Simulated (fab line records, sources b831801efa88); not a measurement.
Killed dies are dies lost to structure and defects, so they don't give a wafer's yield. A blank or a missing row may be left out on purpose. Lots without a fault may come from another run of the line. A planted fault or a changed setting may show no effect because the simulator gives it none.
Which tool did it? | flow gf180mcu | 14 lots, 40 wafers sampled, at 4 steps of a route of 602

WHAT THE GAUGES READ, wafer by wafer
GF_SAB_THK_MEAS_01. Usual: SAB_CVD_00_THK 49.9 nm, standard deviation 0.64.
lot  | measured     | on            | SAB_CVD_00_THK (nm) | flag
L492 | day 14 04:35 | film_metro-02 | 49.6 50.0 51.0      |
L495 | day 15 07:20 | film_metro-02 | 50.1 49.9 50.5      |
L497 | day 16 02:45 | film_metro-04 | 50.9 49.4 50.7      |
L498 | day 16 12:26 | film_metro-03 | 49.4 49.7 50.3      |
L499 | day 16 21:27 | film_metro-03 | 49.1 51.1 50.2      |
L502 | day 17 22:04 | film_metro-02 | 49.4 84.7           | OFF
L503 | day 18 02:51 | film_metro-03 | 49.9 83.9 84.8      | OFF
L505 | day 18 23:47 | film_metro-02 | 49.2 49.3 50.1      |
L506 | day 19 07:37 | film_metro-04 | 84.6 50.5           | OFF
L508 | day 20 01:38 | film_metro-02 | 50.0 49.8 49.6      |
L510 | day 20 15:41 | film_metro-02 | 48.9 49.2 49.9      |
L511 | day 20 22:27 | film_metro-04 | 49.3 50.1 50.5      |
L513 | day 21 16:14 | film_metro-02 | 49.0 49.4 49.8      |
L514 | day 21 22:19 | film_metro-03 | 49.6 50.5 50.0      |

GF_M1_OVL_MEAS_15. Usual: M1_OVL -2 nm, standard deviation 5.4.
lot  | measured     | on         | M1_OVL (nm) | flag
L492 | day 17 00:58 | overlay-01 | -2 3 -6     |
L495 | day 18 07:26 | overlay-02 | -1 -2 -4    |
L497 | day 19 02:34 | overlay-02 | 1 4 2       |
L498 | day 19 13:56 | overlay-01 | -8 -8 -8    |
L499 | day 20 00:36 | overlay-02 | -2 -4 -4    |
L502 | day 21 02:29 | overlay-01 | 2 1         |
L503 | day 21 05:24 | overlay-01 | -2 -4 -10   |
L505 | day 22 02:55 | overlay-01 | -2 5 0      |
L506 | day 22 10:40 | overlay-01 | -6 -5       |
L508 | day 23 03:48 | overlay-02 | -2 2 2      |
L510 | day 23 16:35 | overlay-01 | -2 1 4      |
L511 | day 23 23:27 | overlay-01 | -5 2 7      |
L513 | day 24 14:58 | overlay-01 | 1 1 0       |
L514 | day 24 21:01 | overlay-01 | 7 5 1       |

WHICH TOOL RAN EACH LOT (tool, then ch and the chambers of the sampled wafers, then the start)
lot  | GF_SAB_CVD_00                   | GF_M1_SPUTTER_04
L492 | pecvd-02 ch 0,2, day 14 04:34   | pvd_sputter-04, day 16 02:42
L495 | pecvd-02 ch 0,1,2, day 15 07:19 | pvd_sputter-04, day 17 07:20
L497 | pecvd-02 ch 0,1,2, day 16 02:43 | pvd_sputter-01, day 18 02:55
L498 | pecvd-02 ch 0,1, day 16 12:26   | pvd_sputter-03, day 18 13:35
L499 | pecvd-02 ch 1,2, day 16 21:25   | pvd_sputter-04, day 18 23:40
L502 | pecvd-02 ch 1,2, day 17 22:02   | pvd_sputter-03, day 20 01:48
L503 | pecvd-02 ch 0,1,2, day 18 02:50 | pvd_sputter-01, day 20 05:35
L505 | pecvd-04 ch 0,1,2, day 18 23:45 | pvd_sputter-04, day 21 02:52
L506 | pecvd-02 ch 0, day 19 07:35     | pvd_sputter-01, day 21 11:05
L508 | pecvd-03 ch 0,1,2, day 20 01:37 | pvd_sputter-01, day 22 04:29
L510 | pecvd-04 ch 0,2, day 20 15:40   | pvd_sputter-04, day 22 17:45
L511 | pecvd-03 ch 0,1, day 20 22:26   | pvd_sputter-03, day 23 00:24
L513 | pecvd-04 ch 0,2, day 21 16:13   | pvd_sputter-01, day 23 16:46
L514 | pecvd-04 ch 0,1,2, day 21 22:17 | pvd_sputter-01, day 23 23:02
- GF_SAB_CVD_00: deposits SiO2 from TEOS, target thk 50 nm, time 4.9302 s.
- GF_M1_SPUTTER_04: material TiN, target thk 50 nm, time 41.7 s.

WHAT THE TOOLS THEMSELVES READ (means of the sampled wafers that have a number; where no wafer has one, the mark that the record gives instead)
GF_SAB_CVD_00. Usual: heater_power_w 641 W, standard deviation 97; rf_fwd_power_W 588.0 W, standard deviation 2.9.
lot  | tool     | heater_power_w (W) | rf_fwd_power_W (W) | flag
L492 | pecvd-02 | 572                | 590.6              |
L495 | pecvd-02 | 615                | 587.0              |
L497 | pecvd-02 | 543                | 587.0              |
L498 | pecvd-02 | 602                | 587.6              |
L499 | pecvd-02 | 557                | 588.1              |
L502 | pecvd-02 | 624                | 586.3              |
L503 | pecvd-02 | 626                | 589.2              |
L505 | pecvd-04 | 730                | 585.5              |
L506 | pecvd-02 | 650                | 590.5              |
L508 | pecvd-03 | 687                | 590.4              |
L510 | pecvd-04 | 695                | 585.2              |
L511 | pecvd-03 | 608                | 592.1              |
L513 | pecvd-04 | 654                | 585.8              |
L514 | pecvd-04 | 683                | 585.1              |

GF_M1_SPUTTER_04. Usual: cathode_dc_power_W 6500.1 W, standard deviation 1.3; throttle_valve_pct 29.9 %, standard deviation 1.3.
lot  | tool           | cathode_dc_power_W (W) | throttle_valve_pct (%) | flag
L492 | pvd_sputter-04 | 6501.1                 | 29.5                   |
L495 | pvd_sputter-04 | 6500.8                 | 29.6                   |
L497 | pvd_sputter-01 | 6499.4                 | 29.9                   |
L498 | pvd_sputter-03 | 6498.6                 | 30.5                   |
L499 | pvd_sputter-04 | 6500.5                 | 28.7                   |
L502 | pvd_sputter-03 | 6499.4                 | 30.4                   |
L503 | pvd_sputter-01 | 6500.5                 | 31.3                   |
L505 | pvd_sputter-04 | 6498.4                 | 28.8                   |
L506 | pvd_sputter-01 | 6499.7                 | 30.6                   |
L508 | pvd_sputter-01 | 6500.8                 | 29.9                   |
L510 | pvd_sputter-04 | 6501.1                 | 29.8                   |
L511 | pvd_sputter-03 | 6500.8                 | 30.5                   |
L513 | pvd_sputter-01 | 6500.8                 | 29.1                   |
L514 | pvd_sputter-01 | 6500.5                 | 29.6                   |

THE ANSWER, worked out from the rows above alone
Rule: a lot is off if the mean of its wafers that have a number lies more than 3 standard deviations from the usual mean. A lot without any number at a reading at which 4 lots or more have one is off too. The other lots that the step has rows for count as sound. The gauges are gone through in route order, then the tools' own readings, and for those a lot's mean is taken as printed above. The first step at which some lot is off is used, and at that step the reading that is off furthest; a lot without a number counts as furthest.
Off: L502, L503, L506, at GF_SAB_THK_MEAS_01 (SAB_CVD_00_THK).
A tool fits if, at a process step before that reading, it ran every lot that is off, and no sound lot after the first of them. The gauges at GF_SAB_THK_MEAS_01 are tried like those tools. One fits: pecvd-02 at GF_SAB_CVD_00. Its last sound lot is L499 (day 16 21:25), its first lot that is off L502 (day 17 22:02): a fault that began between those two fits.

WHAT THE SIMULATOR HAD PUT IN
Process parameter drift: pecvd-02, from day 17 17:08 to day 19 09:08, at GF_SAB_CVD_00. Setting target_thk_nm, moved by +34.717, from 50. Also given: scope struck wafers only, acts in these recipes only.
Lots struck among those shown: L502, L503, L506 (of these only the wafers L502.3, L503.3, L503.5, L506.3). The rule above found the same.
